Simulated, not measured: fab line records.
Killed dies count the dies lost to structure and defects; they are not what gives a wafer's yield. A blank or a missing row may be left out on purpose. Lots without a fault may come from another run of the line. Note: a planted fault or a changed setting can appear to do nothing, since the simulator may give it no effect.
Comparing a struck lot with a sound one / flow sfq_line / 28 out of 325 route steps
Sound: the wafers L203.2, L203.3, L203.6. Struck: wafers L188.2, L188.6. (L188.3 of the same lot was not struck and is left out.) The cause comes at the end.
Order at every step that has rows: each side's tool, ch and its chambers, its first start. Under that, the readings that differ: sound wafers / struck wafers / difference of the means / sigmas: that difference in standard deviations of wafers without a fault.
alike: words and numbers the same on both sides, and readings whose means are apart by under 2 such deviations; not compared: readings that were withheld, readings missing a value for some wafer, numbers with overlapping values and no deviation given by the record, and bounds like >300 which may hide the same value.
The two part at a step that has a row with sigmas, a row that says differs or no value, or rows on one side only. When numbers do not overlap yet have no deviation, they are printed without sigmas and do not part them. Lack of a reading on every wafer of one side parts them only where that side has two or more wafers.

first, 6 steps without rows for these wafers: SFQ_TRILAYER_M0_LITHO_COAT_026 (resist thk 62 nm); SFQ_TRILAYER_M0_LITHO_COAT_021 (resist thk 600 nm); SFQ_TRILAYER_M0_LITHO_SOFTBAKE_025; SFQ_TRILAYER_M0_LITHO_EXPOSE_022 (exposes mask M0, target cd 500 nm); SFQ_TRILAYER_M0_LITHO_PEB_024 (peb time 60 s); SFQ_TRILAYER_M0_LITHO_DEVELOP_023 (time 60 s).
SFQ_M0_OVL_MEAS_906:
  sound on overlay-01, day 14 02:14; struck on overlay-02, day 10 00:17
  alike: M0_OVL
SFQ_TRILAYER_M0_BARC_OPEN_METAL_ETCH_031: etches BARC in O2, target depth 125 nm, time 41.7 s.
  sound on rie_metal-02 ch 0,1, day 14 02:16; struck on rie_metal-01 ch 1, day 10 00:19
reading=drypump_motor_current_A (A); sound=5.58 5.55 5.80; struck=6.33 6.30; difference=+0.67; sigmas=+2
  alike: oes_product_au
  not compared: rf_hours_counter_h
SFQ_TRILAYER_M0_ETCH_METAL_ETCH_024: etches Nb in Cl2/Ar, stops on SiO2, target depth 240 nm, time 120 s.
  sound on rie_metal-02 ch 0,1, day 14 02:19; struck on rie_metal-01 ch 1, day 10 00:22
reading=drypump_motor_current_A (A); sound=5.54 5.58 5.80; struck=6.33 6.35; difference=+0.70; sigmas=+3
  alike: oes_product_au
  not compared: rf_hours_counter_h
SFQ_TRILAYER_M0_STRIP_STRIP_025: strips in O2.
  sound on rie_metal-02 ch 0,1, day 14 02:27; struck on rie_metal-01 ch 1, day 10 00:30
reading=drypump_motor_current_A (A); sound=5.60 5.55 5.76; struck=6.31 6.29; difference=+0.66; sigmas=+2
  alike: oes_product_au
  not compared: rf_hours_counter_h
then, 2 steps without rows for these wafers: SFQ_TRILAYER_M0_STRIP_SOLV_CLEAN_026 (cleans in NMP, time 600 s); SFQ_TRILAYER_I0_DEP_PECVD_027 (deposits SiO2 from SiH4/N2O, time 111.11 s, target thk 500 nm).
SFQ_TRILAYER_I0_CMP_CMP_028: polishes SiO2.
  sound on cmp-02 ch 0,2,3, day 14 05:28; struck on cmp-01 ch 2, day 10 08:32
reading=model.SiO2_of_TRILAYER_I0_DEP_PECVD_027.thk_nm (nm); sound=197.1 199.5 199.6; struck=218.5 219.5; difference=+20.3; sigmas=
  alike: motor_current_A, time_to_endpoint_s
SFQ_I0_BOW_MEAS_907:
  sound on film_metro-03, day 14 07:59; struck on film_metro-01, day 10 11:34
  alike: I0_BOW
SFQ_TRILAYER_I0_METRO_MEASURE_029:
  sound on film_metro-03, day 14 08:17; struck on film_metro-01, day 10 11:52
reading=thk_nm (nm); sound=197.1 199.4 199.5; struck=218.5 219.6; difference=+20.4; sigmas=+15
then, 6 steps without rows for these wafers: SFQ_TRILAYER_I0_VIA_LITHO_COAT_036 (resist thk 62 nm); SFQ_TRILAYER_I0_VIA_LITHO_COAT_031 (resist thk 650 nm); SFQ_TRILAYER_I0_VIA_LITHO_SOFTBAKE_035; SFQ_TRILAYER_I0_VIA_LITHO_EXPOSE_032 (exposes mask I0, target cd 500 nm); SFQ_TRILAYER_I0_VIA_LITHO_PEB_034 (peb time 60 s); SFQ_TRILAYER_I0_VIA_LITHO_DEVELOP_033 (time 60 s).
-- the record jumps here: 2 days lie between the struck wafers' starts before and after --
SFQ_I0_OVL_MEAS_908:
  sound on overlay-01, day 17 02:56; struck on overlay-01, day 12 21:29
  alike: I0_OVL
SFQ_TRILAYER_I0_VIA_BARC_OPEN_VIA_ETCH_046: etches BARC in O2, target depth 125 nm, time 41.7 s.
  sound on rie_diel-01 ch 1,2,3, day 17 02:58; struck on rie_diel-04 ch 3, day 12 21:31
  alike: drypump_motor_current_A, oes_product_au
  not compared: rf_hours_counter_h
SFQ_TRILAYER_I0_VIA_ETCH_VIA_ETCH_034: etches SiO2 in CHF3, stops on Nb, target depth 260 nm.
  sound on rie_diel-01 ch 1,2,3, day 17 03:01; struck on rie_diel-04 ch 3, day 12 21:34
reading=oes_product_au (a.u.); sound=0.850 0.857 0.856; struck=0.898 0.903; difference=+0.046; sigmas=+8
reading=model.etch.depth_nm (nm); sound=197.1 199.5 199.6; struck=218.5 219.5; difference=+20.3; sigmas=
reading=model.I0.feature_depth_nm (nm); sound=197.1 199.5 199.6; struck=218.5 219.5; difference=+20.3; sigmas=
  alike: drypump_motor_current_A
then, 2 steps without rows for these wafers: SFQ_TRILAYER_I0_VIA_STRIP_STRIP_035 (strips in O2); SFQ_TRILAYER_I0_VIA_STRIP_SOLV_CLEAN_036 (cleans in NMP, time 600 s).
SFQ_TRILAYER_M1_DEP_PRE_CLEAN_038: time 22.5 s.
  sound on pvd_sputter-03, day 17 03:53; struck on pvd_sputter-03, day 12 23:02
reading=model.SiO2_of_TRILAYER_I0_DEP_PECVD_027.thk_nm (nm); sound=189.6 192 192.1; struck=211 212; difference=+20; sigmas=
SFQ_TRILAYER_M1_DEP_SPUTTER_037: material Nb, target thk 200 nm, time 133.3 s.
  sound on pvd_sputter-03, day 17 03:55; struck on pvd_sputter-03, day 12 23:04
  alike: chamber_pressure_pa, substrate_temp_c, throttle_valve_pct

== WHERE THEY PART ==
First at SFQ_TRILAYER_M0_BARC_OPEN_METAL_ETCH_031; last, within this record, at SFQ_TRILAYER_I0_VIA_ETCH_VIA_ETCH_034. Later steps at which nothing parts them and some readings are alike: SFQ_TRILAYER_M1_DEP_SPUTTER_037.

WHY: whatever the simulator had introduced
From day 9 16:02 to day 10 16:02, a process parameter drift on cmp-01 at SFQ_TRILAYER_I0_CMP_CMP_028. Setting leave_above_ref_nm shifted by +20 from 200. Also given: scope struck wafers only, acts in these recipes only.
